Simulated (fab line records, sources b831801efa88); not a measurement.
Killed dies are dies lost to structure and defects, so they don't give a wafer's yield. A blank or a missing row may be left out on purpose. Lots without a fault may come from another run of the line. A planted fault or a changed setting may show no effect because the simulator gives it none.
A struck lot beside a sound one | flow sky130 | 44 steps out of a route of 708
Sound: wafers L203.1, L203.3, L203.6. Struck: wafer L209.1. (L209.4 of the same lot was not struck and is left out.) The cause comes at the end.
At each step with rows: each side's tool, then ch and its chambers, then its first start. Under that, the readings that differ: sound wafers | struck wafers | difference of the means | sigmas: that difference in standard deviations of wafers without a fault.
alike: readings whose means differ by less than 2 such deviations, and words and numbers that are the same on both sides. not compared: withheld readings, readings that some wafer has no value for, bounds like >300 that may hide the same value, and numbers for which the record gives no deviation and whose values overlap.
The two part at a step that has a row with sigmas, a row that says differs or no value, or rows on one side only. Numbers that don't overlap but have no deviation are shown without sigmas and don't part them. A reading that every wafer of one side lacks parts them only if that side has two wafers or more.

first, 6 steps without rows for these wafers: SKY_VIA3_ETCH_15 (etches SiO2 in C4F8/O2/Ar, stops on TiN, target depth 507 nm, time 78 s); SKY_VIA3_STRIP_16 (strips in O2/N2); SKY_VIA3_STRIP_17 (strips in post etch residue remover, time 1200 s); SKY_VIA3_CLEAN_18 (cleans in IPA, time 180 s); SKY_VIA3_CLEAN_19 (cleans in O3/DIW); SKY_VIA3_SPUTTER_20 (material TiN, target thk 20 nm, time 80 s).
SKY_VIA3_CVD_21: deposits W, target thk 390 nm, time 117.31 s.
  sound on cvd_w-01 ch 0,1, day 40 18:13; struck on cvd_w-02 ch 0, day 42 12:41
  alike: heater_power_w
SKY_VIA3_RS_MEAS_22: measures by four-point-probe.
  sound on film_metro-03, day 40 18:21; struck on film_metro-02, day 42 12:49
  alike: VIA3_W_RS
SKY_VIA3_THK_MEAS_23: measures by xrf.
  sound on film_metro-03, day 40 18:28; struck on film_metro-02, day 42 12:56
  alike: VIA3_W_THK
SKY_VIA3_CMP_24: polishes, stops on SiO2, t overpolish 20 s, target thk 0 nm.
  sound on cmp-02 ch 1,2, day 40 18:32; struck on cmp-02 ch 3, day 42 13:08
  alike: motor_current_A, overpolish_run_s, time_to_endpoint_s
SKY_METAL4_SPUTTER_00: material Ti, target thk 15 nm, time 10 s.
  sound on pvd_sputter-01, day 40 18:50; struck on pvd_sputter-01, day 42 13:23
  alike: throttle_valve_pct
SKY_METAL4_SPUTTER_01: material TiN, target thk 20 nm, time 16.7 s.
  sound on pvd_sputter-01, day 40 18:51; struck on pvd_sputter-01, day 42 13:25
  alike: throttle_valve_pct
SKY_METAL4_SPUTTER_02: material AlCu, target thk 735 nm, time 39.1 s.
  sound on pvd_sputter-01, day 40 18:53; struck on pvd_sputter-01, day 42 13:26
  reading                                     | sound             | struck | difference | sigmas
  model.AlCu_of_METAL4_SPUTTER_02.thk_nm (nm) | 716.4 720.7 711.9 | 478.1  | -238.2     |
  alike: throttle_valve_pct
then, 3 steps without rows for these wafers: SKY_METAL4_SPUTTER_03 (material Ti, target thk 5 nm, time 3.3 s); SKY_METAL4_SPUTTER_04 (material TiN, target thk 70 nm, time 58.3 s); SKY_CAP2M_CVD_00 (deposits SiO2, target thk 15.5 nm).
SKY_CAP2M_THK_MEAS_01:
  sound on film_metro-02, day 40 19:00; struck on film_metro-04, day 42 13:34
  alike: CAP2M_CVD_00_THK
then, 1 step without rows for these wafers: SKY_CAP2M_SPUTTER_02 (material TiN, target thk 200 nm, time 166.7 s).
SKY_CAP2M_RS_MEAS_03: measures by four-point-probe.
  sound on film_metro-04, day 40 19:10; struck on film_metro-02, day 42 13:44
  alike: CAP2M_TIN_RS
SKY_CAP2M_THK_MEAS_04: measures by xrf.
  sound on film_metro-04, day 40 19:17; struck on film_metro-02, day 42 13:52
  alike: CAP2M_TIN_THK
then, 7 steps without rows for these wafers: SKY_CAP2M_DEHYDRATE_05 (time 60 s); SKY_CAP2M_HMDS_06 (prime time 60 s); SKY_CAP2M_COAT_07 (resist thk 1140 nm); SKY_CAP2M_SOFTBAKE_08 (time 60 s); SKY_CAP2M_EXPOSE_09 (exposes mask CAP2M, target cd 1000 nm); SKY_CAP2M_PEB_10; SKY_CAP2M_DEVELOP_11 (develop time 60 s).
SKY_CAP2M_OVL_MEAS_12:
  sound on overlay-02, day 41 18:54; struck on overlay-01, day 43 12:46
  alike: CAP2M_OVL
then, 1 step without rows for these wafers: SKY_CAP2M_METAL_ETCH_13 (etches TiN in Cl2/BCl3, stops on SiO2, target depth 220 nm, time 62.9 s).
SKY_CAP2M_STRIP_14: strips in O2/N2.
  sound on plasma_asher-03 ch 0,1, day 41 19:01; struck on plasma_asher-02 ch 0, day 43 12:53
  reading                      | sound             | struck | difference | sigmas
  strip_time_to_endpoint_s (s) | 12.73 12.65 12.70 | 12.58  | -0.11      | -2
  alike: drypump_motor_current_A, oes_product_au
  not compared: rf_hours_counter_h
then, 11 steps without rows for these wafers: SKY_CAP2M_STRIP_15 (strips in post etch residue remover, time 1200 s); SKY_CAP2M_CLEAN_16 (cleans in IPA, time 180 s); SKY_CAP2M_CLEAN_17 (cleans in O3/DIW); SKY_METAL4_DEHYDRATE_05 (time 60 s); SKY_METAL4_HMDS_06 (prime time 60 s); SKY_METAL4_COAT_07 (resist thk 60 nm); SKY_METAL4_COAT_08 (resist thk 1140 nm); SKY_METAL4_SOFTBAKE_09 (time 90 s); SKY_METAL4_EXPOSE_10 (exposes mask MM4, target cd 300 nm); SKY_METAL4_PEB_11; SKY_METAL4_DEVELOP_12 (develop time 60 s).
SKY_METAL4_CD_MEAS_13: target cd 300 nm.
  sound on cd_sem-01, day 42 19:34; struck on cd_sem-01, day 44 12:20
  alike: cd_nm
SKY_METAL4_METAL_ETCH_18: etches the open film in Cl2/BCl3, stops on SiO2, target depth 845 nm, time 183.1 s.
  sound on rie_metal-02 ch 0,1, day 42 19:52; struck on rie_metal-02 ch 1, day 44 12:39
  reading               | sound             | struck | difference | sigmas
  oes_product_au (a.u.) | 0.849 0.854 0.852 | 0.719  | -0.133     | -20
  alike: drypump_motor_current_A, throttle_valve_pct
  not compared: rf_hours_counter_h
-- the record jumps here: 4 days lie between the struck wafers' starts before and after (it left off in module METAL4 and takes up again in module PAD_OPEN, whose first step shown is number 708 of the route) --
SKY_PAD_OPEN_PROBE_99:
  sound on prober-01, day 46 17:04; struck on prober-02, day 48 05:23
  reading                       | sound                   | struck  | difference | sigmas
  killed_at_other               | 0 0 0                   | 1       | +1         | +2
  killed_dies                   | 79 87 72                | 97      | +18        | +2
  sort_bin_6_memory (%)         | 5.1 5.7 4.9             | 7.9     | +2.7       | +2
  sort_n_pass                   | 413 405 420             | 395     | -18        | -2
  model.etest.met4.line_ohm_um  | 0.1401 0.1429 0.1481    | 0.2204  | +0.0767    |
  model.etest.via4_chain.rc_ohm | 0.7789 0.782 0.8262     | 0.8352  | +0.0395    |
  model.etest.met4.rs_ohm_sq    | 0.04385 0.04324 0.04451 | 0.06573 | +0.02186   |
  alike: defect_limited_yield, killed_at_M0_to_M3, killed_at_M4_up, killed_at_contacts, killed_at_front_end, killed_open, killed_short, sort_bin_3_pad_short, sort_bin_5_function, sort_yield_pct

WHERE THEY PART
First at SKY_CAP2M_STRIP_14; last, within this record, at SKY_PAD_OPEN_PROBE_99.

WHY: what the simulator had put in
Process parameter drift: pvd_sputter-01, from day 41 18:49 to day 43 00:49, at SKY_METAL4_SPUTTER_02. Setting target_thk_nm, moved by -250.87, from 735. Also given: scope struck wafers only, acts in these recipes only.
